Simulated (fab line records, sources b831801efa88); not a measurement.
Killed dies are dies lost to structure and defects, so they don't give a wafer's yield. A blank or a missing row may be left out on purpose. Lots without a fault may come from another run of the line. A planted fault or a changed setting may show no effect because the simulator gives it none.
fab line records | flow sky130
record lots=5 wafers=15 last_day=49
route steps=708 shown GATE_OXIDE@188 PAD_OPEN@708
lots that met no fault: from a run of the same line without faults
start_h: hours from the record's first day to the start of the lot's first wafer shown | wait_h: hours since the lot's step before | " the same as in the row above | L1.1+2: a row that stands for several wafers | - no value, or no start given | * or withheld: withheld | < > ~ a bound
route shown NAME@n: a module of which the file shows steps, and the number in the route of the first | usual: mean/standard deviation of fault-free wafers | same: alike in all rows | chamber/n: place in a boat | sites: the reading at each site | _std_site: their standard deviation | _edge_site: outer sites' mean less inner sites' | radius_mm: how far each site lies from the wafer's centre | mask NAME#n: copy n | behind: the tool/chamber that last shaped the wafer | hold: why the lot was held/for how many hours/how that ended | device: the transistor (n, p or np) that didn't switch | end of line: the same wafers' tests at the end of the route | a step without rows: its recipe alone | killed: dies lost to structure and defects at the first sort, not the wafer's yield | map: a wafer's dies, x killed, . not, _ none there
set.NAME: the setting as run; set.NAME@STEP: as run at that earlier step | model.NAME: the simulator's own value behind a step, which no gauge read
lots at some steps of the route; a table a step, a row a wafer
services: from which hour (start_h, from the record's first day; less than 0 if before it) a tool's chamber was out of use, for how many hours, and why
## steps
# step SKY_GATE_OXIDE_OXIDATION_01
# recipe temp_c=900 ambient=O2 stabilise_s=600 purge_s=300 target_thk_a=102.68 ox_time_s=1473
# step SKY_GATE_OXIDE_THK_MEAS_02
# recipe reads=SiO2_of_GATE_OXIDE_OXIDATION_01
# usual GATE_OXIDE_OXIDATION_00_THK=10.34/0.18
# columns lot.wafer tool chamber start_h wait_h GATE_OXIDE_OXIDATION_00_THK[nm]
L959.3 film_metro-02 - 292.93 0.0 10.53
L959.4 " - " " 10.47
L959.5 " - " " 10.53
L965.2 film_metro-02 - 321.92 0.0 10.32
L965.3 " - " " 10.40
L965.5 " - " " 10.44
L966.1 film_metro-02 - 331.44 0.0 10.55
L966.3 " - " " 10.53
L966.6 " - " " 10.24
L977.3 film_metro-02 - 425.59 0.0 10.35
L977.4 " - " " 10.19
L977.5 " - " " 10.30
L980.2 film_metro-01 - 446.07 0.0 10.30
L980.3 " - " " 10.10
L980.4 " - " " 10.36
# step SKY_GATE_OXIDE_DEHYDRATE_03
# recipe temp_c=200 time_s=60
# step SKY_GATE_OXIDE_HMDS_04
# recipe prime_time_s=60 prime_temp_c=120
# step SKY_GATE_OXIDE_COAT_05
# recipe resist=NOVOLAK spin_rpm=3000 resist_thk_nm=1140
# step SKY_GATE_OXIDE_SOFTBAKE_06
# recipe temp_c=90 time_s=57.34 resist=NOVOLAK
# step SKY_GATE_OXIDE_EXPOSE_07
# recipe mask_id=LVOM na=0.6 source_shape=conventional sigma_outer=0.6 polarization=unpolarized target_cd_nm=600 dose_mj=170
# step SKY_GATE_OXIDE_PEB_08
# recipe temp_c=withheld time_s=* resist=NOVOLAK
# step SKY_GATE_OXIDE_DEVELOP_09
# recipe resist=NOVOLAK developer=TMAH develop_time_s=60 dev_temp_c=23
# step SKY_GATE_OXIDE_OVL_MEAS_10
# usual GATE_OXIDE_OVL=0.9/1.3
# columns lot.wafer tool chamber start_h wait_h GATE_OXIDE_OVL[nm]
L959.3 overlay-02 - 317.49 0.1 -0.2
L959.4 " - " " -0.7
L959.5 " - " " -0.5
L965.2 overlay-02 - 348.38 0.1 0.6
L965.3 " - " " -1.0
L965.5 " - " " 0.4
L966.1 overlay-01 - 358.46 0.1 3.1
L966.3 " - " " 2.9
L966.6 " - " " 4.0
L977.3 overlay-01 - 455.52 0.1 2.4
L977.4 " - " " 2.0
L977.5 " - " " 1.4
L980.2 overlay-02 - 477.16 0.1 -1.8
L980.3 " - " " 0.3
L980.4 " - " " -1.1
# step SKY_GATE_OXIDE_IMPLANT_11
# recipe species=B energy_kev=10 dose_cm2=2.6e+12 tilt_deg=withheld
# step SKY_GATE_OXIDE_WET_ETCH_12
# recipe chemistry=dHF target_depth_nm=16.8 dry=n2_spin target=SiO2 dilution=100:1 temp_c=25 time_s=336
# step SKY_GATE_OXIDE_STRIP_13
# recipe chemistry=O2/N2 power_w=1400 pressure_mtorr=1500 platen_temp_c=withheld o2_flow_sccm=3000 n2_flow_sccm=300 overash_fraction=0.5
# usual drypump_motor_current_A=5.81/0.22 oes_product_au=0.715/0.004 strip_time_to_endpoint_s=14.17/0.038
# columns lot.wafer tool chamber start_h wait_h drypump_motor_current_A oes_product_au rf_hours_counter_h strip_time_to_endpoint_s model.NOVOLAK_of_GATE_OXIDE_COAT_05.thk_nm
L959.3 plasma_asher-04 1 317.80 0.0 5.69 0.720 - 14.15 0
L959.4 " 0 " " 5.63 0.715 - 14.09 0
L959.5 " 1 " " 5.68 0.708 - 14.10 0
L965.2 plasma_asher-02 1 348.66 0.0 5.48 0.720 68 14.17 0
L965.3 " 0 " " 6.05 0.707 - 14.14 0
L965.5 " 0 " " 6.11 0.711 - 14.21 0
L966.1 plasma_asher-02 0 358.74 0.0 6.12 0.869 69 - 893.4
L966.3 " 1 " " 5.42 0.917 - - 892.9
L966.6 " 1 " " 5.39 0.903 - - 891.8
L977.3 plasma_asher-01 1 455.85 0.0 5.76 0.719 - 14.11 0
L977.4 " 0 " " 6.02 0.712 - 14.14 0
L977.5 " 0 " " 6.02 0.717 - 14.18 0
L980.2 plasma_asher-01 1 477.44 0.0 5.75 0.715 65 14.23 0
L980.3 " 0 " " 5.95 0.717 - 14.22 0
L980.4 " 1 " " 5.75 0.714 - 14.23 0
# step SKY_GATE_OXIDE_TW_MEAS_14
# usual GATE_OXIDE_TW=223.6/1.7
# columns lot.wafer tool chamber start_h wait_h GATE_OXIDE_TW
L959.3 film_metro-02 - 317.88 0.1 225.8
L959.4 " - " " 226.2
L959.5 " - " " 224.0
L965.2 film_metro-02 - 348.77 0.1 225.3
L965.3 " - " " 224.0
L965.5 " - " " 224.6
L966.1 film_metro-01 - 358.84 0.1 221.1
L966.3 " - " " 221.0
L966.6 " - " " 221.2
L977.3 film_metro-04 - 455.94 0.1 221.3
L977.4 " - " " 221.4
L977.5 " - " " 221.1
L980.2 film_metro-01 - 477.55 0.1 221.0
L980.3 " - " " 220.9
L980.4 " - " " 220.2
# step SKY_PAD_OPEN_PROBE_99
# usual killed_at_M0_to_M3=43/7.1 killed_at_M4_up=3.0/1.9 killed_at_contacts=24/5 killed_at_front_end=15/4.3 killed_at_other=0.3/0.5 killed_dies=85/9.6 killed_on_rim=17/4.3 killed_open=46/7.1 killed_short=39/6.8
# same gross_dies=492 killed_at_back_side=0
# columns lot.wafer tool chamber start_h wait_h killed_at_M0_to_M3 killed_at_M4_up killed_at_contacts killed_at_front_end killed_at_other killed_dies killed_on_rim killed_open killed_short
L959.3 prober-02 - 1076.91 0.2 44 2 35 17 1 99 14 56 43
L959.4 prober-02 - 1076.96 0.2 55 2 29 13 0 99 21 55 44
L959.5 prober-02 - 1077.01 0.2 35 0 26 19 0 80 14 53 27
L965.2 prober-02 - 1104.16 0.1 43 2 27 12 0 84 15 47 37
L965.3 prober-02 - 1104.21 0.2 36 1 27 11 0 75 16 40 35
L965.5 prober-02 - 1104.31 0.2 42 2 20 13 0 77 19 41 36
L966.1 prober-01 - 1119.32 0.1 35 2 29 425 1 492 96 52 32
L966.3 prober-01 - 1119.42 0.2 28 4 20 439 1 492 96 42 31
L966.6 prober-01 - 1119.57 0.2 48 2 26 415 1 492 96 41 49
L977.3 prober-02 - 1172.20 0.2 30 5 30 19 1 85 15 44 41
L977.4 prober-02 - 1172.25 0.2 47 2 28 17 0 94 14 50 44
L977.5 prober-02 - 1172.30 0.2 42 5 30 10 0 87 16 46 41
L980.2 prober-02 - 1185.53 0.1 39 2 17 18 0 76 13 48 28
L980.3 prober-02 - 1185.58 0.2 43 8 23 7 0 81 17 39 42
L980.4 prober-02 - 1185.63 0.2 32 4 23 15 0 74 19 40 34
# killed by level:class
L959.3 CONTACT:geometric_particle:open=15 VIA1:geometric_particle:open=12 LOCAL_INTERCONNECT:geometric_particle:short=6 LI_CONTACT:geometric_particle:open=6 VIA1:geometric_particle:short=6 POLY_GATE:geometric_particle:open=5 CONTACT:geometric_particle:short=5 VIA3:geometric_particle:open=5
L959.4 CONTACT:geometric_particle:open=12 VIA1:geometric_particle:open=10 LI_CONTACT:geometric_particle:open=8 VIA3:geometric_particle:open=7 VIA1:geometric_particle:short=7 VIA2:geometric_particle:open=6 METAL2:geometric_particle:short=6 POLY_GATE:geometric_particle:open=5
L959.5 CONTACT:geometric_particle:open=12 LI_CONTACT:geometric_particle:open=9 METAL1:geometric_particle:short=7 POLY_GATE:geometric_particle:open=6 VIA1:geometric_particle:open=6 VIA2:geometric_particle:open=6 VIA3:geometric_particle:open=6 FIELD_ISO:geometric_particle:short=5
L965.2 CONTACT:geometric_particle:open=13 VIA1:geometric_particle:open=10 VIA2:geometric_particle:open=6 METAL1:geometric_particle:short=6 VIA1:geometric_particle:short=6 CONTACT:geometric_particle:short=5 LI_CONTACT:geometric_particle:short=4 METAL1:geometric_particle:open=4
L965.3 CONTACT:geometric_particle:open=10 VIA2:geometric_particle:open=8 LI_CONTACT:geometric_particle:open=6 VIA1:geometric_particle:open=6 LI_CONTACT:geometric_particle:short=5 POLY_GATE:geometric_particle:short=4 VIA3:geometric_particle:open=4 METAL1:geometric_particle:short=4
L965.5 VIA1:geometric_particle:open=9 VIA2:geometric_particle:open=8 CONTACT:geometric_particle:open=6 LI_CONTACT:geometric_particle:open=5 METAL1:geometric_particle:short=5 POLY_GATE:geometric_particle:short=4 CONTACT:geometric_particle:short=4 LI_CONTACT:geometric_particle:short=4
L966.1 GATE_OXIDE:area_oxidation=408 LI_CONTACT:geometric_particle:open=11 VIA1:geometric_particle:open=10 CONTACT:geometric_particle:open=10 VIA2:geometric_particle:open=9 POLY_GATE:geometric_particle:short=5 VIA3:geometric_particle:open=5 LOCAL_INTERCONNECT:geometric_particle:short=4
L966.3 GATE_OXIDE:area_oxidation=419 LI_CONTACT:geometric_particle:open=8 VIA1:geometric_particle:open=8 FIELD_ISO:geometric_particle:short=5 CONTACT:geometric_particle:open=5 POLY_GATE:geometric_particle:open=5 POLY_GATE:geometric_particle:short=5 VIA2:geometric_particle:open=5
L966.6 GATE_OXIDE:area_oxidation=402 VIA1:geometric_particle:open=16 CONTACT:geometric_particle:short=9 METAL1:geometric_particle:short=7 POLY_GATE:geometric_particle:short=6 VIA2:geometric_particle:open=6 LI_CONTACT:geometric_particle:open=5 LOCAL_INTERCONNECT:geometric_particle:short=5
L977.3 CONTACT:geometric_particle:open=12 METAL2:geometric_particle:short=8 FIELD_ISO:geometric_particle:short=7 LI_CONTACT:geometric_particle:open=6 FIELD_ISO:geometric_particle:open=5 CONTACT:geometric_particle:short=5 VIA2:geometric_particle:open=5 VIA3:geometric_particle:open=5
L977.4 CONTACT:geometric_particle:open=10 CONTACT:geometric_particle:short=7 POLY_GATE:geometric_particle:open=7 VIA1:geometric_particle:open=7 LOCAL_INTERCONNECT:geometric_particle:short=6 VIA2:geometric_particle:open=6 VIA3:geometric_particle:open=6 METAL2:geometric_particle:short=5
L977.5 CONTACT:geometric_particle:open=14 LI_CONTACT:geometric_particle:open=8 VIA1:geometric_particle:open=7 METAL2:geometric_particle:short=7 METAL1:geometric_particle:short=6 METAL4:geometric_particle:short=5 VIA2:geometric_particle:open=5 VIA3:geometric_particle:short=5
L980.2 VIA1:geometric_particle:open=12 CONTACT:geometric_particle:open=9 METAL1:geometric_particle:short=7 VIA3:geometric_particle:open=6 FIELD_ISO:geometric_particle:short=4 POLY_GATE:geometric_particle:open=4 POLY_GATE:geometric_particle:short=4 LI_CONTACT:geometric_particle:open=4
L980.3 VIA2:geometric_particle:open=9 VIA1:geometric_particle:open=7 METAL2:geometric_particle:short=6 METAL4:geometric_particle:short=6 LI_CONTACT:geometric_particle:open=5 CONTACT:geometric_particle:short=5 CONTACT:geometric_particle:open=5 VIA2:geometric_particle:short=5
L980.4 CONTACT:geometric_particle:open=8 VIA1:geometric_particle:open=8 FIELD_ISO:geometric_particle:short=6 CONTACT:geometric_particle:short=6 VIA3:geometric_particle:open=6 LI_CONTACT:geometric_particle:open=5 VIA1:geometric_particle:short=5 FIELD_ISO:geometric_particle:open=4
# map L966.1 (x killed, . not)
__________xxxxxxxxxx_________
________xxxxxxxxxxxxxx_______
______xxxxxxxxxxxxxxxxxx_____
_____xxxxxxxxxxxxxxxxxxxx____
____xxxxxxxxxxxxxxxxxxxxxx___
___xxxxxxxxxxxxxxxxxxxxxxxx__
__xxxxxxxxxxxxxxxxxxxxxxxxxx_
_xxxxxxxxxxxxxxxxxxxxxxxxxxxx
_xxxxxxxxxxxxxxxxxxxxxxxxxxxx
_xxxxxxxxxxxxxxxxxxxxxxxxxxxx
_xxxxxxxxxxxxxxxxxxxxxxxxxxxx
_xxxxxxxxxxxxxxxxxxxxxxxxxxxx
_xxxxxxxxxxxxxxxxxxxxxxxxxxxx
_xxxxxxxxxxxxxxxxxxxxxxxxxxxx
_xxxxxxxxxxxxxxxxxxxxxxxxxxxx
__xxxxxxxxxxxxxxxxxxxxxxxxxx_
___xxxxxxxxxxxxxxxxxxxxxxxx__
____xxxxxxxxxxxxxxxxxxxxxx___
_____xxxxxxxxxxxxxxxxxxxx____
______xxxxxxxxxxxxxxxxxx_____
________xxxxxxxxxxxxxx_______
__________xxxxxxxxxx_________
# map L965.2 (x killed, . not)
__________.xx.....xx_________
________.....x........_______
______.x...x............_____
_____.............x......____
____.x........x..x...x.x.x___
___..x...........xx...x....__
__..x...x..........x........_
_...................x.......x
_...x................x.......
_xx..x....x.x.........x.x....
_..x..x.x.x......x..x......x.
_....x......x.x.x...x..x.x...
_.x.x.........x.....x.....xx.
_........x.....x..........x..
_xx.x.x......x............x..
__.....x...x.x....xxxx.x...._
___..........x.....x....xx.__
____..x.x........x........___
_____......x...........x.____
______...........x......_____
________.....x..x.x..._______
__________x........x_________
## services
# columns tool chamber start_h hours kind
plasma_asher-01 - 321.18 0.5 repair
plasma_asher-04 - 331.88 2.0 repair
plasma_asher-04 - 339.27 4.0 repair
plasma_asher-04 - 346.81 2.8 pm
plasma_asher-02 - 421.33 9.0 pm
plasma_asher-02 0 421.33 9.0 vent_cycle
plasma_asher-02 1 421.33 9.0 vent_cycle
plasma_asher-02 0 430.33 - clean
plasma_asher-02 1 430.33 - clean
plasma_asher-01 - 452.02 1.7 repair
plasma_asher-02 - 470.03 14.6 pm
## key
first_sign step=SKY_GATE_OXIDE_STRIP_13 reading=oes_product_au direction=up sigmas=45 usual=0.715 struck=0.896
effect step=SKY_PAD_OPEN_PROBE_99 reading=killed_at_front_end direction=up sigmas=96 usual=15 struck=426
model_effect step=SKY_GATE_OXIDE_STRIP_13 value=NOVOLAK_of_GATE_OXIDE_COAT_05.thk_nm without=0 struck=892.7
more_kills_born_at SKY_GATE_OXIDE_OXIDATION_16@furnace-01=1229
met_at SKY_GATE_OXIDE_STRIP_13
struck_wafers L966.1,L966.3,L966.6
later_rows_left_out L966.1,L966.3,L966.6
tester_left_out L966
onset_between 348.66 358.74
fault kind=strip_aborted tool=plasma_asher-02 chamber=- onset_h=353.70 steps=SKY_GATE_OXIDE_STRIP_13 offset=1 end_h=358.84
# tester_left_out: of these lots the tester's yield and bins aren't shown, on N5 and GAA mostly nor the transistor test; their killed dies are dies lost to structure and defects alone, not to doping, threshold or leakage, so they don't give the yield
# later_rows_left_out: the simulator's readings of these wafers behind a module that went badly wrong aren't trusted and aren't shown, but for the sort
